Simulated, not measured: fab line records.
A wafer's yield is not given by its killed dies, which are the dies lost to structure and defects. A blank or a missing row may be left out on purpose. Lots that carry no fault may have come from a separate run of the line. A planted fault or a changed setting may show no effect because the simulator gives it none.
Which tool is to blame? :: flow sky130 :: Sampling: 11 lots, 33 wafers, 5 of 708 route steps

== WHAT THE GAUGES SHOWED, per wafer ==
SKY_LOCAL_INTERCONNECT_CD_MEAS_11: target cd 170 nm. Usual: cd_nm reads 169.4 nm (standard deviation 1.7).
lot: L929
measured: day 30 10:38
on: cd_sem-02
cd_nm (nm): 167.0 167.9 167.5
flag: 

lot: L930
measured: day 30 17:08
on: cd_sem-01
cd_nm (nm): 169.4 168.9 169.6
flag: 

lot: L931
measured: day 31 11:04
on: cd_sem-02
cd_nm (nm): 168.2 170.8 169.9
flag: 

lot: L934
measured: day 32 10:20
on: cd_sem-02
cd_nm (nm): 168.3 168.0 168.8
flag: 

lot: L935
measured: day 32 11:52
on: cd_sem-02
cd_nm (nm): 167.9 168.8 168.2
flag: 

lot: L938
measured: day 33 09:19
on: cd_sem-01
cd_nm (nm): 169.7 168.9 170.1
flag: 

lot: L941
measured: day 34 15:01
on: cd_sem-02
cd_nm (nm): 169.8 170.5 169.5
flag: 

lot: L943
measured: day 34 23:07
on: cd_sem-02
cd_nm (nm): 171.4 171.1 171.5
flag: 

lot: L945
measured: day 35 13:17
on: cd_sem-02
cd_nm (nm): 167.1 167.8 168.9
flag: 

lot: L948
measured: day 36 12:56
on: cd_sem-02
cd_nm (nm): 164.0 163.9 165.4
flag: 

lot: L952
measured: day 37 15:02
on: cd_sem-01
cd_nm (nm): 167.3 167.4 167.4
flag: 

SKY_CONTACT_BOW_MEAS_05. Usual: for CONTACT_BOW the level is 83 um and the standard deviation is 6.5.
lot: L929
measured: day 30 12:21
on: film_metro-01
CONTACT_BOW (um): 85 80 87
flag: 

lot: L930
measured: day 30 18:31
on: film_metro-02
CONTACT_BOW (um): 83 86 78
flag: 

lot: L931
measured: day 31 12:35
on: film_metro-01
CONTACT_BOW (um): 92 80 78
flag: 

lot: L934
measured: day 32 11:49
on: film_metro-03
CONTACT_BOW (um): 81 85 89
flag: 

lot: L935
measured: day 32 13:29
on: film_metro-03
CONTACT_BOW (um): 84 87 88
flag: 

lot: L938
measured: day 33 10:41
on: film_metro-02
CONTACT_BOW (um): 79 90 88
flag: 

lot: L941
measured: day 34 16:24
on: film_metro-02
CONTACT_BOW (um): 78 86 77
flag: 

lot: L943
measured: day 35 00:33
on: film_metro-02
CONTACT_BOW (um): 90 82 84
flag: 

lot: L945
measured: day 35 14:46
on: film_metro-03
CONTACT_BOW (um): 80 87 87
flag: 

lot: L948
measured: day 36 14:19
on: film_metro-01
CONTACT_BOW (um): 79 90 70
flag: 

lot: L952
measured: day 37 16:26
on: film_metro-02
CONTACT_BOW (um): 81 94 86
flag: 

SKY_CAP2M_THK_MEAS_01. Usual: for CAP2M_CVD_00_THK the level is 15.51 nm and the standard deviation is 0.26.
lot: L929
measured: day 39 18:34
on: film_metro-04
CAP2M_CVD_00_THK (nm): 15.33 15.06 15.64
flag: 

lot: L930
measured: day 40 00:19
on: film_metro-01
CAP2M_CVD_00_THK (nm): 15.86 15.72 15.73
flag: 

lot: L931
measured: day 40 15:50
on: film_metro-01
CAP2M_CVD_00_THK (nm): 15.48 15.92 15.85
flag: 

lot: L934
measured: day 41 13:10
on: film_metro-03
CAP2M_CVD_00_THK (nm): 15.75 15.54 15.76
flag: 

lot: L935
measured: day 41 14:51
on: film_metro-01
CAP2M_CVD_00_THK (nm): 15.25 15.74 15.41
flag: 

lot: L938
measured: day 42 08:48
on: film_metro-01
CAP2M_CVD_00_THK (nm): 15.21 15.29 15.43
flag: 

lot: L941
measured: day 43 12:46
on: film_metro-01
CAP2M_CVD_00_THK (nm): 15.31 15.63 15.69
flag: 

lot: L943
measured: day 43 17:43
on: film_metro-04
CAP2M_CVD_00_THK (nm): 15.44 15.47 15.74
flag: 

lot: L945
measured: day 44 05:14
on: film_metro-03
CAP2M_CVD_00_THK (nm): 15.55 15.50 10.23
flag: OFF

lot: L948
measured: day 45 01:53
on: film_metro-01
CAP2M_CVD_00_THK (nm): 15.47 15.62 9.64
flag: OFF

lot: L952
measured: day 45 22:40
on: film_metro-01
CAP2M_CVD_00_THK (nm): 14.78 15.53 15.56
flag: 

== EACH LOT AND THE TOOL THAT RAN IT (in order: tool; ch and the chambers of the sampled wafers; start) ==
lot: L929
SKY_METAL2_ETCH_18: rie_metal-01 ch 0,1, day 35 04:55
SKY_CAP2M_CVD_00: pecvd-01 ch 0,2, day 39 18:32

lot: L930
SKY_METAL2_ETCH_18: rie_metal-04 ch 0,1, day 35 10:58
SKY_CAP2M_CVD_00: pecvd-02 ch 0,2, day 40 00:18

lot: L931
SKY_METAL2_ETCH_18: rie_metal-04 ch 0,1, day 36 03:56
SKY_CAP2M_CVD_00: pecvd-03 ch 0,2, day 40 15:48

lot: L934
SKY_METAL2_ETCH_18: rie_metal-02 ch 0,1, day 37 02:38
SKY_CAP2M_CVD_00: pecvd-01 ch 1,2, day 41 13:07

lot: L935
SKY_METAL2_ETCH_18: rie_metal-01 ch 0,1, day 37 04:51
SKY_CAP2M_CVD_00: pecvd-02 ch 0,2, day 41 14:49

lot: L938
SKY_METAL2_ETCH_18: rie_metal-02 ch 0,1, day 38 00:43
SKY_CAP2M_CVD_00: pecvd-03 ch 0,1,2, day 42 08:46

lot: L941
SKY_METAL2_ETCH_18: rie_metal-04 ch 0,1, day 39 06:23
SKY_CAP2M_CVD_00: pecvd-02 ch 0,1, day 43 12:44

lot: L943
SKY_METAL2_ETCH_18: rie_metal-01 ch 0,1, day 39 13:01
SKY_CAP2M_CVD_00: pecvd-03 ch 1,2, day 43 17:42

lot: L945
SKY_METAL2_ETCH_18: rie_metal-02 ch 0,1, day 40 02:43
SKY_CAP2M_CVD_00: pecvd-03 ch 0,1,2, day 44 05:13

lot: L948
SKY_METAL2_ETCH_18: rie_metal-01 ch 0,1, day 41 00:14
SKY_CAP2M_CVD_00: pecvd-03 ch 0,2, day 45 01:51

lot: L952
SKY_METAL2_ETCH_18: rie_metal-04 ch 1, day 41 23:43
SKY_CAP2M_CVD_00: pecvd-01 ch 0,1, day 45 22:38
- SKY_METAL2_ETCH_18: etches BARC in N2/H2, stops on SiO2, time 45.9 s, target depth 60 nm.
- SKY_CAP2M_CVD_00: deposits SiO2, target thk 15.5 nm.

== AS READ BY THE TOOLS THEMSELVES (means over the sampled wafers that have a number; for cases with no such wafer, the mark the record gives instead) ==
SKY_METAL2_ETCH_18. Usual: bias_w 100.01 W, standard deviation 0.29; drypump_motor_current_A 5.5 A, standard deviation 0.31; oes_product_au 0.854 a.u., standard deviation 0.0045; throttle_valve_pct 13.225 %, standard deviation 0.0083.
lot: L929
tool: rie_metal-01
bias_w (W): 99.99
drypump_motor_current_A (A): 5.8
oes_product_au (a.u.): 0.852
throttle_valve_pct (%): 13.225
flag: 

lot: L930
tool: rie_metal-04
bias_w (W): 99.96
drypump_motor_current_A (A): 5.5
oes_product_au (a.u.): 0.854
throttle_valve_pct (%): 13.226
flag: 

lot: L931
tool: rie_metal-04
bias_w (W): 99.93
drypump_motor_current_A (A): 5.5
oes_product_au (a.u.): 0.853
throttle_valve_pct (%): 13.233
flag: 

lot: L934
tool: rie_metal-02
bias_w (W): 99.75
drypump_motor_current_A (A): 5.6
oes_product_au (a.u.): 0.859
throttle_valve_pct (%): 13.230
flag: 

lot: L935
tool: rie_metal-01
bias_w (W): 99.85
drypump_motor_current_A (A): 5.8
oes_product_au (a.u.): 0.853
throttle_valve_pct (%): 13.227
flag: 

lot: L938
tool: rie_metal-02
bias_w (W): 99.92
drypump_motor_current_A (A): 5.5
oes_product_au (a.u.): 0.851
throttle_valve_pct (%): 13.218
flag: 

lot: L941
tool: rie_metal-04
bias_w (W): 100.01
drypump_motor_current_A (A): 5.5
oes_product_au (a.u.): 0.856
throttle_valve_pct (%): 13.228
flag: 

lot: L943
tool: rie_metal-01
bias_w (W): 99.48
drypump_motor_current_A (A): 5.8
oes_product_au (a.u.): 0.849
throttle_valve_pct (%): 13.216
flag: 

lot: L945
tool: rie_metal-02
bias_w (W): 100.13
drypump_motor_current_A (A): 5.6
oes_product_au (a.u.): 0.850
throttle_valve_pct (%): 13.225
flag: 

lot: L948
tool: rie_metal-01
bias_w (W): 100.10
drypump_motor_current_A (A): 5.8
oes_product_au (a.u.): 0.856
throttle_valve_pct (%): 13.222
flag: 

lot: L952
tool: rie_metal-04
bias_w (W): 100.29
drypump_motor_current_A (A): 5.5
oes_product_au (a.u.): 0.854
throttle_valve_pct (%): 13.229
flag: 

SKY_CAP2M_CVD_00. Usual: heater_power_w reads 663 W (standard deviation 110).
lot: L929
tool: pecvd-01
heater_power_w (W): 631
flag: 

lot: L930
tool: pecvd-02
heater_power_w (W): 809
flag: 

lot: L931
tool: pecvd-03
heater_power_w (W): 735
flag: 

lot: L934
tool: pecvd-01
heater_power_w (W): 653
flag: 

lot: L935
tool: pecvd-02
heater_power_w (W): 787
flag: 

lot: L938
tool: pecvd-03
heater_power_w (W): 682
flag: 

lot: L941
tool: pecvd-02
heater_power_w (W): 829
flag: 

lot: L943
tool: pecvd-03
heater_power_w (W): 709
flag: 

lot: L945
tool: pecvd-03
heater_power_w (W): 685
flag: 

lot: L948
tool: pecvd-03
heater_power_w (W): 664
flag: 

lot: L952
tool: pecvd-01
heater_power_w (W): 556
flag: 

== THE ANSWER, worked out from the rows above alone ==
Rule: take the mean of a lot's wafers that have a number; if it is more than 3 standard deviations from the usual mean, the lot is off. A lot without any number at a reading at which 4 lots or more have one is off too. Where the step has rows for the other lots, those lots are counted as sound. First the gauges in route order, then the tools' own readings, where a lot's mean is used as printed above. At the first step where some lot is off, the reading lying furthest off is the one used; lots without a number count as furthest.
Off: L945, L948, at SKY_CAP2M_THK_MEAS_01 (CAP2M_CVD_00_THK).
A tool fits if, at a process step before that reading, it ran every lot that is off, and no sound lot after the first of them. Gauges at SKY_CAP2M_THK_MEAS_01: tried the same way as those tools. One fits: SKY_CAP2M_CVD_00 on pecvd-03. A fault onset in the window from L943 (day 43 17:42, its last sound lot) to L945 (day 44 05:13, its first lot off) fits.

== WHAT THE SIMULATOR PUT IN ==
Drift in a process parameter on pecvd-03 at SKY_CAP2M_CVD_00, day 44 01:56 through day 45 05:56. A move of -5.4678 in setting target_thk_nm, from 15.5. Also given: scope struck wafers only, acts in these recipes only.
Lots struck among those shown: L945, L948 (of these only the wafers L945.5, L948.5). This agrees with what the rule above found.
